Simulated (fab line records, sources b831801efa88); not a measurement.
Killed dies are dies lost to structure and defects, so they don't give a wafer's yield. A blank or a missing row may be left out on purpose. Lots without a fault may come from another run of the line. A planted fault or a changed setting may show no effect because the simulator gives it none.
Which tool did it? | flow gf180mcu | 13 lots, 39 wafers sampled, at 6 steps of a route of 602

WHAT THE GAUGES READ, wafer by wafer
GF_HV_LDD_TW_MEAS_11.
lot  | measured     | on            | HV_LDD_TW
L698 | day 10 16:39 | film_metro-02 | 2398 2404 2404
L699 | day 10 19:27 | film_metro-01 | 2418 2395 2403
L701 | day 11 11:40 | film_metro-03 | 2411 2410 2416
L702 | day 11 19:58 | film_metro-03 | 2418 2420 2417
L705 | day 12 18:27 | film_metro-03 | 2421 2411 2411
L706 | day 13 02:50 | film_metro-03 | 2412 2421 2417
L707 | day 13 13:28 | film_metro-01 | 2416 2404 2406
L709 | day 14 00:35 | film_metro-03 | 2405 2405 2408
L715 | day 15 17:53 | film_metro-01 | 2397 2395 2393
L716 | day 16 05:29 | film_metro-01 | 2401 2411 2405
L717 | day 16 08:13 | film_metro-03 | 2409 2404 2407
L718 | day 16 16:43 | film_metro-03 | 2400 2402 2406
L719 | day 16 22:46 | film_metro-03 | 2409 2399 2406

GF_HV_LDD_CD_MEAS_46: target cd 400 nm.
lot  | measured     | on        | cd_nm (nm)
L698 | day 13 01:34 | cd_sem-01 | 396.9 397.7 397.8
L699 | day 13 04:56 | cd_sem-01 | 400.8 400.8 399.4
L701 | day 13 22:07 | cd_sem-01 | 395.1 397.6 395.7
L702 | day 14 08:30 | cd_sem-02 | 395.3 393.2 394.8
L705 | day 15 08:44 | cd_sem-01 | 399.6 399.7 400.4
L706 | day 15 16:45 | cd_sem-02 | 398.6 400.3 397.8
L707 | day 16 04:12 | cd_sem-02 | 401.2 403.9 401.3
L709 | day 16 18:08 | cd_sem-02 | 398.6 398.1 398.7
L715 | day 18 16:08 | cd_sem-02 | 395.4 397.5 395.2
L716 | day 19 03:31 | cd_sem-01 | 405.6 399.9 401.4
L717 | day 19 08:31 | cd_sem-02 | 400.6 398.5 398.1
L718 | day 19 16:55 | cd_sem-01 | 399.5 396.4 400.7
L719 | day 19 22:52 | cd_sem-02 | 397.5 397.8 396.0

GF_PSD_RS_MEAS_14: measures by four-point-probe.
lot  | measured     | on            | NSD_RS (ohm/sq)
L698 | day 14 23:11 | film_metro-04 | 46.55 46.54 46.58
L699 | day 15 02:03 | film_metro-01 | 46.50 46.52 46.63
L701 | day 15 22:56 | film_metro-04 | 46.62 46.73 46.59
L702 | day 16 08:33 | film_metro-04 | 46.50 46.72 46.57
L705 | day 17 09:47 | film_metro-04 | 47.90 47.94 47.95
L706 | day 17 18:58 | film_metro-02 | 46.57 46.58 46.57
L707 | day 18 06:28 | film_metro-04 | 47.98 47.94 48.06
L709 | day 18 21:04 | film_metro-01 | 46.54 46.57 46.45
L715 | day 20 21:17 | film_metro-04 | 46.87 46.78 46.74
L716 | day 21 07:53 | film_metro-04 | 46.62 46.54 46.58
L717 | day 21 12:43 | film_metro-01 | 46.48 46.63 46.55
L718 | day 21 21:20 | film_metro-02 | 46.56 46.64 46.63
L719 | day 22 02:32 | film_metro-04 | 46.62 46.66 46.69

GF_PSD_RS_MEAS_15: measures by four-point-probe.
lot  | measured     | on            | PSD_RS (ohm/sq)
L698 | day 14 23:18 | film_metro-04 | 108.1 108.5 108.7
L699 | day 15 02:10 | film_metro-01 | 108.5 108.5 108.5
L701 | day 15 23:03 | film_metro-04 | 108.7 108.3 108.5
L702 | day 16 08:40 | film_metro-04 | 108.6 108.8 108.6
L705 | day 17 09:54 | film_metro-04 | 114.5 114.6 114.7
L706 | day 17 19:05 | film_metro-02 | 108.6 108.2 108.3
L707 | day 18 06:35 | film_metro-04 | 115.5 115.4 115.6
L709 | day 18 21:11 | film_metro-01 | 108.4 108.2 108.1
L715 | day 20 21:24 | film_metro-04 | 108.6 109.0 109.1
L716 | day 21 08:00 | film_metro-04 | 108.5 108.6 108.5
L717 | day 21 12:50 | film_metro-01 | 108.3 108.6 108.5
L718 | day 21 21:28 | film_metro-02 | 108.2 108.4 108.4
L719 | day 22 02:39 | film_metro-04 | 108.4 108.6 108.4

GF_CONTACT_RS_MEAS_25: measures by four-point-probe.
lot  | measured     | on            | CONTACT_W_RS (ohm/sq)
L698 | day 16 21:44 | film_metro-01 | 0.378 0.379 0.388
L699 | day 16 23:49 | film_metro-01 | 0.379 0.392 0.385
L701 | day 18 00:08 | film_metro-01 | 0.378 0.383 0.388
L702 | day 18 10:05 | film_metro-01 | 0.384 0.385 0.384
L705 | day 19 12:16 | film_metro-02 | 0.378 0.385 0.377
L706 | day 19 22:05 | film_metro-01 | 0.385 0.386 0.380
L707 | day 20 09:25 | film_metro-03 | 0.382 0.383 0.379
L709 | day 21 00:11 | film_metro-02 | 0.379 0.377 0.376
L715 | day 22 22:49 | film_metro-01 | 0.387 0.379 0.383
L716 | day 23 08:40 | film_metro-01 | 0.381 0.376 0.374
L717 | day 23 13:54 | film_metro-01 | 0.381 0.379 0.385
L718 | day 23 22:07 | film_metro-03 | 0.384 0.384 0.382
L719 | day 24 02:49 | film_metro-01 | 0.381 0.393 0.385

WHICH TOOL RAN EACH LOT (tool, then ch and the chambers of the sampled wafers, then the start)
lot  | GF_PSD_RTA_13
L698 | rtp_anneal-02 ch 0, day 14 23:05
L699 | rtp_anneal-01 ch 0, day 15 01:55
L701 | rtp_anneal-02 ch 0, day 15 22:50
L702 | rtp_anneal-02 ch 0, day 16 08:28
L705 | rtp_anneal-02 ch 0, day 17 09:41
L706 | rtp_anneal-01 ch 0, day 17 18:53
L707 | rtp_anneal-02 ch 0, day 18 06:23
L709 | rtp_anneal-01 ch 0, day 18 20:59
L715 | rtp_anneal-01 ch 0, day 20 21:11
L716 | rtp_anneal-02 ch 0, day 21 07:47
L717 | rtp_anneal-01 ch 0, day 21 12:37
L718 | rtp_anneal-02 ch 0, day 21 21:15
L719 | rtp_anneal-02 ch 0, day 22 02:26
- GF_PSD_RTA_13: time 20 s.

WHAT THE TOOLS THEMSELVES READ (means of the sampled wafers that have a number; where no wafer has one, the mark that the record gives instead)
GF_PSD_RTA_13.
lot  | tool          | lamp_power_pct (%) | wafer_temp_C_max
L698 | rtp_anneal-02 | 36.5               | 1028.4
L699 | rtp_anneal-01 | 37.7               | 1028.2
L701 | rtp_anneal-02 | 36.5               | 1029.1
L702 | rtp_anneal-02 | 36.5               | 1029.4
L705 | rtp_anneal-02 | 35.6               | 1018.9
L706 | rtp_anneal-01 | 37.7               | 1028.7
L707 | rtp_anneal-02 | 35.6               | 1018.6
L709 | rtp_anneal-01 | 37.8               | 1028.9
L715 | rtp_anneal-01 | 37.7               | 1029.1
L716 | rtp_anneal-02 | 36.5               | 1028.9
L717 | rtp_anneal-01 | 37.8               | 1028.0
L718 | rtp_anneal-02 | 36.4               | 1028.6
L719 | rtp_anneal-02 | 36.5               | 1029.0

THE ANSWER, worked out from the rows above alone
Rule: what is usual is taken from the lots themselves. Put in order of their means at a reading, lots are off if they are a third of the lots or fewer, leave a main group of 4 or more, and stand apart from it by a gap of 3 or more times the standard deviation of the main group's means; of several such gaps the widest counts. A main group whose means are all the same, to the digits that the tables above print for the reading, isn't used. A lot without any number at a reading at which 4 lots or more have one is off too. The other lots that the step has rows for count as sound. The gauges are gone through in route order, then the tools' own readings, and for those a lot's mean is taken as printed above. The first step at which some lot is off is used, and at that step the reading that is off furthest; a lot without a number counts as furthest.
Off: L705, L707, at GF_PSD_RS_MEAS_14 (NSD_RS). The main group: mean 46.60 ohm/sq, standard deviation 0.073.
A tool fits if, at a process step before that reading, it ran every lot that is off, and no sound lot after the first of them. The gauges at GF_PSD_RS_MEAS_14 aren't tried: what is off there is off at GF_PSD_RTA_13 too, on other tools, and a gauge's error can't cause that. None of those tried fits.

WHAT THE SIMULATOR HAD PUT IN
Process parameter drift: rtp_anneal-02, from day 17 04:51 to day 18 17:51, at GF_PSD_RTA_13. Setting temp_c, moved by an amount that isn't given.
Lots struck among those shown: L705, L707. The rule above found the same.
